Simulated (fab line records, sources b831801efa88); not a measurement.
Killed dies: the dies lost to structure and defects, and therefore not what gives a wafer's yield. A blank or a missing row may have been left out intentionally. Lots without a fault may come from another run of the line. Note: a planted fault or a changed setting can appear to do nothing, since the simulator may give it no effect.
fab line records | flow sky130
[record] lots = 6 wafers = 18 last-day = 49
route steps=708 shown CONTACT@425 METAL1@434 PAD_OPEN@708
lots with no fault: from the same line, run without faults
start-h: hours from the record's first day to the start of the lot's first wafer shown | wait-h: hours since the lot's step before | " identical to the entry in the row above | L1.1+2: a single row standing in for several wafers | - no value, or no start was given | * or withheld: withheld | < > ~ a bound
route shown NAME@n: names a module that has steps shown in the file, with the first one's number in the route | usual: average and standard deviation across the fault-free wafers | same: alike in all rows | chamber/n: place in a boat | sites: per-site readings | _std_site: standard deviation of those values | _edge_site: inner sites' mean taken away from outer sites' mean | radius-mm: for every site, how far away it sits from the centre of the wafer | mask NAME#n: copy n | behind: the most recent tool/chamber to have shaped the wafer | hold: what put the lot on hold/how long, in hours/how the hold closed | device: names the non-switching transistor (n, p or np) | end of line: the same wafers' tests at the end of the route | for a step that has no rows: nothing shown but its recipe | killed: count of dies lost to structure and defects at first sort (not the wafer's yield) | map: shows each die of a wafer: x if killed, . if not, _ if none is there
set.NAME: the setting as run; set.NAME@STEP: as run at that earlier step | model.NAME: the simulator's own value behind a step, which no gauge read
a table for each step, a row for each wafer; lots at some steps of the route
services: the hour from which a tool's chamber was out of use, counted from the record's first day as start-h (under 0 if before that day), plus the number of hours and why
[[steps]]
[step SKY_CONTACT_STRIP_19]
[recipe] chemistry = O2/N2 power-w = 1400 pressure-mtorr = 1500 platen-temp-c = withheld o2-flow-sccm = 3000 n2-flow-sccm = 300 overash-fraction = 0.5
[usual] drypump-motor-current-A = 5.3/0.46 oes-product-au = 0.381/0.0046 strip-time-to-endpoint-s = 3.61/0.031
// columns lot.wafer tool chamber start-h wait-h drypump-motor-current-A oes-product-au rf-hours-counter-h strip-time-to-endpoint-s
L521.1 plasma-asher-03 1 740.74 - 4.9 0.394 65 3.65
L521.5 " 0 " " 6.1 0.382 - 3.68
L521.6 " 1 " " 4.9 0.382 - 3.69
L524.2 plasma-asher-03 0 771.54 - 6.1 0.381 68 3.68
L524.4 " 1 " " 5.0 0.388 - 3.65
L524.5 " 0 " " 6.2 0.383 - 3.66
L532.1 plasma-asher-03 1 833.72 - 5.0 0.385 75 3.61
L532.4 " 0 " " 6.1 0.374 - 3.60
L532.5 " 0 " " 6.1 0.382 - 3.63
L534.1 plasma-asher-04 0 840.74 - 5.5 0.382 41 3.60
L534.2 " 1 " " 5.3 0.378 41 3.62
L534.3 " 0 " " 5.5 0.384 - 3.58
L540.1 plasma-asher-04 1 883.08 - 5.3 0.383 46 3.66
L540.4 " 0 " " 5.4 0.382 - 3.64
L540.6 " 0 " " 5.4 0.386 - 3.68
L541.2 plasma-asher-02 1 884.27 - 4.8 0.374 101 3.65
L541.5 " 0 " " 4.8 0.373 - 3.60
L541.6 " 1 " " 4.9 0.383 - 3.62
[step SKY_CONTACT_STRIP_20]
[recipe] chemistry = post-etch-residue-remover time-s = 1200 temp-c = 72.5
[step SKY_CONTACT_CLEAN_21]
[recipe] chemistry = IPA time-s = 180 temp-c = 25
[step SKY_CONTACT_CLEAN_22]
[recipe] chemistry = O3/DIW dry = n2-spin
[step SKY_CONTACT_SPUTTER_23]
[recipe] material = TiN target-thk-nm = 20 chamber-pressure-pa = 5 power-w = 4000 time-s = 80
[usual] throttle-valve-pct = 29.8/1.1
// columns lot.wafer tool chamber start-h wait-h throttle-valve-pct
L521.1 pvd-sputter-04 - 741.33 0.0 30.3
L521.5 " - " " 28.3
L521.6 " - " " 32.2
L524.2 pvd-sputter-03 - 772.50 0.0 29.8
L524.4 " - " " 28.9
L524.5 " - " " 28.6
L532.1 pvd-sputter-01 - 834.31 0.0 29.4
L532.4 " - " " 30.8
L532.5 " - " " 29.7
L534.1 pvd-sputter-04 - 841.37 0.0 30.1
L534.2 " - " " 32.7
L534.3 " - " " 28.0
L540.1 pvd-sputter-04 - 883.67 0.0 28.4
L540.4 " - " " 30.2
L540.6 " - " " 30.5
L541.2 pvd-sputter-04 - 884.87 0.0 32.5
L541.5 " - " " 32.4
L541.6 " - " " 29.1
[step SKY_CONTACT_CVD_24]
[recipe] material = W target-thk-nm = 340 time-s = 102.12 temp-c = 400 pressure-torr = 40
[step SKY_CONTACT_RS_MEAS_25]
[recipe] thk-meas-gauge = four-point-probe reads = W_of_CONTACT_CVD_24+TiN_of_CONTACT_SPUTTER_23
[usual] CONTACT_W_RS = 0.339/0.0033
// columns lot.wafer tool chamber start-h wait-h CONTACT_W_RS[ohm/sq]
L521.1 film-metro-04 - 741.51 0.1 0.343
L521.5 " - " " 0.343
L521.6 " - " " 0.343
L524.2 film-metro-04 - 772.70 0.1 0.346
L524.4 " - " " 0.341
L524.5 " - " " 0.343
L532.1 film-metro-02 - 834.48 0.1 0.339
L532.4 " - " " 0.339
L532.5 " - " " 0.341
L534.1 film-metro-02 - 841.54 0.1 0.339
L534.2 " - " " 0.342
L534.3 " - " " 0.341
L540.1 film-metro-02 - 883.84 0.1 0.336
L540.4 " - " " 0.333
L540.6 " - " " 0.336
L541.2 film-metro-04 - 885.06 0.1 0.341
L541.5 " - " " 0.343
L541.6 " - " " 0.342
[step SKY_CONTACT_THK_MEAS_26]
[recipe] thk-meas-gauge = xrf reads = W_of_CONTACT_CVD_24
[usual] CONTACT_W_THK = 345/3.8
// columns lot.wafer tool chamber start-h wait-h CONTACT_W_THK[nm]
L521.1 film-metro-04 - 741.63 0.1 340
L521.5 " - " " 341
L521.6 " - " " 338
L524.2 film-metro-04 - 772.81 0.1 336
L524.4 " - " " 344
L524.5 " - " " 341
L532.1 film-metro-02 - 834.60 0.1 340
L532.4 " - " " 342
L532.5 " - " " 337
L534.1 film-metro-02 - 841.66 0.1 343
L534.2 " - " " 342
L534.3 " - " " 344
L540.1 film-metro-02 - 883.96 0.1 345
L540.4 " - " " 347
L540.6 " - " " 345
L541.2 film-metro-04 - 885.17 0.1 345
L541.5 " - " " 343
L541.6 " - " " 344
[step SKY_CONTACT_CMP_27]
[recipe] stop-on = SiO2 t-overpolish-s = 15 down-force-psi = 3.5 platen-rpm = 60 target-thk-nm = 0 pad-velocity-m-s = 0.94248
[step SKY_METAL1_SPUTTER_00]
[recipe] material = Ti target-thk-nm = 15 power-w = 3000 time-s = 10 chamber-pressure-pa = 0.4
[usual] throttle-valve-pct = 30.0/1.2
// columns lot.wafer tool chamber start-h wait-h throttle-valve-pct
L521.1 pvd-sputter-03 - 741.99 0.1 30.1
L521.5 " - " " 30.2
L521.6 " - " " 30.3
L524.2 pvd-sputter-02 - 773.16 0.2 30.8
L524.4 " - " " 30.4
L524.5 " - " " 30.7
L532.1 pvd-sputter-02 - 834.96 0.2 31.0
L532.4 " - " " 30.2
L532.5 " - " " 30.9
L534.1 pvd-sputter-02 - 842.02 0.2 30.4
L534.2 " - " " 30.8
L534.3 " - " " 29.4
L540.1 pvd-sputter-04 - 884.32 0.2 32.5
L540.4 " - " " 29.1
L540.6 " - " " 32.4
L541.2 pvd-sputter-04 - 885.61 0.1 32.3
L541.5 " - " " 27.9
L541.6 " - " " 30.3
[step SKY_METAL1_SPUTTER_01]
[recipe] material = TiN target-thk-nm = 20 power-w = 6500 time-s = 16.7 chamber-pressure-pa = 0.4
[step SKY_METAL1_SPUTTER_02]
[recipe] material = AlCu target-thk-nm = 250 power-w = 10600 time-s = 13.3 chamber-pressure-pa = 0.4
[usual] throttle-valve-pct = 30.0/1.1
// columns lot.wafer tool chamber start-h wait-h throttle-valve-pct
L521.1 pvd-sputter-03 - 742.03 0.0 30.4
L521.5 " - " " 30.1
L521.6 " - " " 30.4
L524.2 pvd-sputter-02 - 773.21 0.0 30.7
L524.4 " - " " 30.1
L524.5 " - " " 30.8
L532.1 pvd-sputter-02 - 835.01 0.0 31.3
L532.4 " - " " 30.3
L532.5 " - " " 30.6
L534.1 pvd-sputter-02 - 842.07 0.0 30.4
L534.2 " - " " 31.0
L534.3 " - " " 29.6
L540.1 pvd-sputter-04 - 884.37 0.0 32.3
L540.4 " - " " 29.2
L540.6 " - " " 32.5
L541.2 pvd-sputter-04 - 885.66 0.0 32.4
L541.5 " - " " 28.1
L541.6 " - " " 30.2
[step SKY_METAL1_SPUTTER_03]
[recipe] material = Ti target-thk-nm = 5 power-w = 3000 time-s = 3.3 chamber-pressure-pa = 0.4
[usual] throttle-valve-pct = 30.0/1.1
// columns lot.wafer tool chamber start-h wait-h throttle-valve-pct model.Ti_of_METAL1_SPUTTER_03.thk-nm
L521.1 pvd-sputter-03 - 742.06 0.0 30.1 5.083
L521.5 " - " " 30.1 5.006
L521.6 " - " " 30.2 4.986
L524.2 pvd-sputter-02 - 773.23 0.0 31.0 5.271
L524.4 " - " " 30.5 5.248
L524.5 " - " " 30.8 5.227
L532.1 pvd-sputter-02 - 835.04 0.0 30.9 3.137
L532.4 " - " " 30.4 3.176
L532.5 " - " " 30.6 3.205
L534.1 pvd-sputter-02 - 842.09 0.0 30.4 3.16
L534.2 " - " " 30.7 3.223
L534.3 " - " " 29.5 3.278
L540.1 pvd-sputter-04 - 884.39 0.0 32.4 5.103
L540.4 " - " " 29.4 5.101
L540.6 " - " " 32.4 5.127
L541.2 pvd-sputter-04 - 885.68 0.0 32.6 5.123
L541.5 " - " " 28.1 5.152
L541.6 " - " " 30.1 5.075
[step SKY_METAL1_SPUTTER_04]
[recipe] material = TiN target-thk-nm = 70 power-w = 6500 time-s = 58.3 chamber-pressure-pa = 0.4
[usual] throttle-valve-pct = 30.0/1.1
// columns lot.wafer tool chamber start-h wait-h throttle-valve-pct
L521.1 pvd-sputter-03 - 742.08 0.0 30.2
L521.5 " - " " 30.0
L521.6 " - " " 30.0
L524.2 pvd-sputter-02 - 773.25 0.0 30.7
L524.4 " - " " 30.0
L524.5 " - " " 30.9
L532.1 pvd-sputter-02 - 835.05 0.0 30.8
L532.4 " - " " 30.5
L532.5 " - " " 30.8
L534.1 pvd-sputter-02 - 842.11 0.0 29.9
L534.2 " - " " 30.7
L534.3 " - " " 29.5
L540.1 pvd-sputter-04 - 884.41 0.0 32.5
L540.4 " - " " 28.9
L540.6 " - " " 32.4
L541.2 pvd-sputter-04 - 885.70 0.0 32.4
L541.5 " - " " 28.4
L541.6 " - " " 30.1
[step SKY_PAD_OPEN_PROBE_99]
[usual] defect-limited-yield = 82.4/1.9 killed_at_M0_to_M3 = 43/7.5 killed_at_M4_up = 3.3/1.9 killed-at-contacts = 24/4.6 killed-at-front-end = 16/4.9 killed-at-other = 0.2/0.46 killed-dies = 87/9.1 killed-open = 47/7.4 killed-short = 39/6.6 sort_bin_3_pad_short = 0.9/0.43 sort_bin_5_function = 10.3/1.4 sort_bin_6_memory = 6.4/1.1 sort-n-pass = 405/9.1 sort-yield-pct = 82.4/1.9
[same] gross-dies = 492 killed-at-back-side = 0 sort_bin_4_leakage[%] = 0 sort_bin_8_speed[%] = 0
// columns lot.wafer tool chamber start-h wait-h defect-limited-yield[%] killed_at_M0_to_M3 killed_at_M4_up killed-at-contacts killed-at-front-end killed-at-other killed-dies killed-open killed-short sort_bin_3_pad_short[%] sort_bin_5_function[%] sort_bin_6_memory[%] sort-n-pass sort-yield-pct[%] model.etest.met1.rs-ohm-sq
L521.1 prober-02 - 1078.93 0.1 83.3 37 0 21 24 0 82 42 40 0.8 9.8 6.1 410 83.3 0.1299
L521.5 prober-02 - 1079.13 0.2 82.1 50 3 27 8 0 88 46 42 0.6 10.4 6.9 404 82.1 0.1288
L521.6 prober-02 - 1079.18 0.2 82.5 39 2 24 20 1 86 45 41 1.6 9.6 6.3 406 82.5 0.1284
L524.2 prober-01 - 1103.85 0.1 83.7 40 4 25 11 0 80 51 28 0.6 8.9 6.7 412 83.7 0.1311
L524.4 prober-01 - 1103.95 0.2 83.7 41 4 19 16 0 80 51 26 0.4 9.6 6.3 412 83.7 0.13
L524.5 prober-01 - 1104.00 0.2 83.5 38 7 20 16 0 81 43 38 0.8 10.2 5.5 411 83.5 0.128
L532.1 prober-02 - 1150.37 0.1 79.7 43 6 35 16 0 100 46 54 1.0 11.2 8.1 392 79.7 0.1289
L532.4 prober-02 - 1150.52 0.2 85.2 32 3 21 17 0 73 40 33 1.0 8.9 4.9 419 85.2 0.1285
L532.5 prober-02 - 1150.57 0.2 79.3 62 6 20 14 0 102 52 50 0.8 11.8 8.1 390 79.3 0.13
L534.1 prober-02 - 1153.37 0.1 80.7 43 4 30 18 0 95 43 52 1.0 11.8 6.5 397 80.7 0.1276
L534.2 prober-02 - 1153.42 0.1 79.9 45 4 22 28 0 99 65 33 0.8 12.6 6.7 393 79.9 0.1256
L534.3 prober-02 - 1153.47 0.2 82.3 44 3 19 21 0 87 47 40 1.2 11.4 5.1 405 82.3 0.127
L541.2 prober-02 - 1182.28 0.1 83.1 48 6 24 5 0 83 46 37 0 9.1 7.7 409 83.1 0.1285
L541.5 prober-02 - 1182.43 0.2 84.1 30 4 24 20 0 78 47 31 0.2 10.2 5.5 414 84.1 0.1298
L541.6 prober-02 - 1182.48 0.2 85.0 34 2 25 13 0 74 46 28 0.6 8.5 5.9 418 85.0 0.1297
L540.1 prober-01 - 1183.91 0.1 85.8 34 3 22 11 0 70 29 41 0.6 7.5 6.1 422 85.8 0.1286
L540.4 prober-01 - 1184.06 0.2 82.9 32 4 33 15 0 84 46 38 2.0 9.6 5.5 408 82.9 0.1308
L540.6 prober-01 - 1184.16 0.2 85.0 27 5 33 9 0 74 37 37 0.8 8.5 5.7 418 85.0 0.1315
// killed by level:class
L521.1 VIA1:geometric-particle:open=11 FIELD_ISO:geometric-particle:short=10 LI_CONTACT:geometric-particle:open=8 POLY_GATE:geometric-particle:open=5 CONTACT:geometric-particle:open=5 FIELD_ISO:geometric-particle:open=4 VIA1:geometric-particle:short=4 CONTACT:geometric-particle:short=4
L521.5 CONTACT:geometric-particle:open=13 VIA1:geometric-particle:open=9 METAL2:geometric-particle:short=8 VIA3:geometric-particle:short=6 VIA3:geometric-particle:open=6 VIA2:geometric-particle:short=6 LI_CONTACT:geometric-particle:open=5 CONTACT:geometric-particle:short=5
L521.6 CONTACT:geometric-particle:open=11 FIELD_ISO:geometric-particle:open=8 METAL1:geometric-particle:short=8 VIA1:geometric-particle:short=7 VIA2:geometric-particle:open=6 LI_CONTACT:geometric-particle:open=5 METAL2:geometric-particle:short=5 VIA3:geometric-particle:open=5
L524.2 CONTACT:geometric-particle:open=11 VIA1:geometric-particle:open=9 VIA3:geometric-particle:open=8 VIA2:geometric-particle:open=7 CONTACT:geometric-particle:short=6 LI_CONTACT:geometric-particle:open=5 METAL1:geometric-particle:short=5 POLY_GATE:geometric-particle:open=4
L524.4 VIA1:geometric-particle:open=14 CONTACT:geometric-particle:open=12 VIA2:geometric-particle:open=5 METAL2:geometric-particle:short=4 VIA2:geometric-particle:short=4 VIA3:geometric-particle:open=4 FIELD_ISO:geometric-particle:open=3 POLY_GATE:geometric-particle:open=3
L524.5 CONTACT:geometric-particle:open=10 METAL2:geometric-particle:short=10 VIA3:geometric-particle:open=9 FIELD_ISO:geometric-particle:open=5 LI_CONTACT:geometric-particle:open=5 VIA1:geometric-particle:open=5 POLY_GATE:geometric-particle:open=4 VIA3:geometric-particle:short=4
L532.1 CONTACT:geometric-particle:open=14 VIA1:geometric-particle:open=10 FIELD_ISO:geometric-particle:short=8 VIA3:geometric-particle:open=8 LI_CONTACT:geometric-particle:open=7 LOCAL_INTERCONNECT:geometric-particle:short=7 VIA3:geometric-particle:short=7 METAL2:geometric-particle:short=6
L532.4 LI_CONTACT:geometric-particle:open=11 FIELD_ISO:geometric-particle:short=6 LOCAL_INTERCONNECT:geometric-particle:short=5 METAL2:geometric-particle:short=5 VIA3:geometric-particle:open=5 FIELD_ISO:geometric-particle:open=4 METAL1:geometric-particle:short=4 METAL2:geometric-particle:open=4
L532.5 VIA2:geometric-particle:open=12 VIA1:geometric-particle:open=11 VIA3:geometric-particle:open=10 VIA1:geometric-particle:short=8 METAL2:geometric-particle:short=7 POLY_GATE:geometric-particle:short=6 LI_CONTACT:geometric-particle:short=6 CONTACT:geometric-particle:open=5
L534.1 CONTACT:geometric-particle:open=9 VIA1:geometric-particle:open=8 METAL1:geometric-particle:short=7 VIA3:geometric-particle:short=7 LI_CONTACT:geometric-particle:open=6 METAL2:geometric-particle:short=6 FIELD_ISO:geometric-particle:open=5 LOCAL_INTERCONNECT:geometric-particle:short=5
L534.2 VIA1:geometric-particle:open=11 FIELD_ISO:geometric-particle:open=9 LI_CONTACT:geometric-particle:open=8 CONTACT:geometric-particle:open=8 POLY_GATE:geometric-particle:open=7 VIA2:geometric-particle:open=7 VIA3:geometric-particle:open=6 METAL1:geometric-particle:short=5
L534.3 METAL2:geometric-particle:short=10 CONTACT:geometric-particle:open=9 VIA1:geometric-particle:open=9 FIELD_ISO:geometric-particle:open=8 VIA2:geometric-particle:open=7 FIELD_ISO:geometric-particle:short=5 POLY_GATE:geometric-particle:short=5 VIA3:geometric-particle:open=5
L541.2 VIA1:geometric-particle:open=11 VIA2:geometric-particle:open=9 CONTACT:geometric-particle:open=8 VIA3:geometric-particle:open=8 LI_CONTACT:geometric-particle:open=7 METAL1:geometric-particle:short=6 VIA2:geometric-particle:short=5 METAL2:geometric-particle:short=4
L541.5 VIA1:geometric-particle:open=8 CONTACT:geometric-particle:short=6 CONTACT:geometric-particle:open=6 POLY_GATE:geometric-particle:open=5 LI_CONTACT:geometric-particle:open=5 LOCAL_INTERCONNECT:geometric-particle:short=5 VIA3:geometric-particle:open=5 FIELD_ISO:geometric-particle:short=4
L541.6 VIA1:geometric-particle:open=10 LI_CONTACT:geometric-particle:open=9 VIA3:geometric-particle:open=8 CONTACT:geometric-particle:open=7 FIELD_ISO:geometric-particle:short=4 VIA1:geometric-particle:short=4 FIELD_ISO:geometric-particle:open=3 LOCAL_INTERCONNECT:geometric-particle:short=3
L540.1 CONTACT:geometric-particle:open=9 METAL1:geometric-particle:short=6 CONTACT:geometric-particle:short=5 VIA1:geometric-particle:open=5 METAL2:geometric-particle:short=5 VIA3:geometric-particle:open=4 LOCAL_INTERCONNECT:geometric-particle:short=4 POLY_GATE:geometric-particle:short=3
L540.4 CONTACT:geometric-particle:open=15 VIA1:geometric-particle:open=8 LI_CONTACT:geometric-particle:open=7 CONTACT:geometric-particle:short=7 VIA3:geometric-particle:short=6 POLY_GATE:geometric-particle:short=5 METAL2:geometric-particle:short=5 METAL1:geometric-particle:short=4
L540.6 CONTACT:geometric-particle:open=11 LOCAL_INTERCONNECT:geometric-particle:short=7 METAL1:geometric-particle:short=6 FIELD_ISO:geometric-particle:open=4 LI_CONTACT:geometric-particle:short=4 LI_CONTACT:geometric-particle:open=4 CONTACT:geometric-particle:short=4 VIA1:geometric-particle:open=4
[[services]]
// columns tool chamber start-h hours kind
pvd-sputter-04 2 717.42 - consumable-replace:kit
pvd-sputter-04 2 717.42 18.0 scheduled-down
pvd-sputter-04 2 717.42 18.0 vent-cycle
pvd-sputter-02 - 726.68 1.0 repair
pvd-sputter-03 - 763.75 4.4 repair
plasma-asher-04 - 791.74 1.2 repair
plasma-asher-02 - 809.08 1.4 repair
pvd-sputter-02 - 825.14 1.9 repair
pvd-sputter-03 - 825.22 0.8 repair
pvd-sputter-02 - 858.25 2.8 repair
pvd-sputter-03 0 862.26 - consumable-replace:kit
pvd-sputter-03 0 862.26 18.0 scheduled-down
pvd-sputter-03 0 862.26 18.0 vent-cycle
pvd-sputter-02 - 872.79 3.7 repair
[[key]]
first-sign none at tools or gauges
[model-effect] step = SKY_METAL1_SPUTTER_03 value = Ti_of_METAL1_SPUTTER_03.thk-nm without = 5.07 struck = 3.196
[model-effect] step = SKY_PAD_OPEN_PROBE_99 value = etest.met1.rs-ohm-sq without = 0.1302 struck = 0.1279
met-at SKY_METAL1_SPUTTER_03
struck-wafers L532.1,L532.4,L532.5,L534.1,L534.2,L534.3
onset-between 773.23 835.04
also-fits SKY_METAL1_SPUTTER_00:pvd-sputter-02,SKY_METAL1_SPUTTER_02:pvd-sputter-02
[fault] kind = process-parameter-drift tool = pvd-sputter-02 chamber = - onset-h = 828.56 steps = SKY_METAL1_SPUTTER_03 channel = target-thk-nm offset = -1.874 shape = step end-h = 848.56 acts-in = these-recipes-only stated = 5
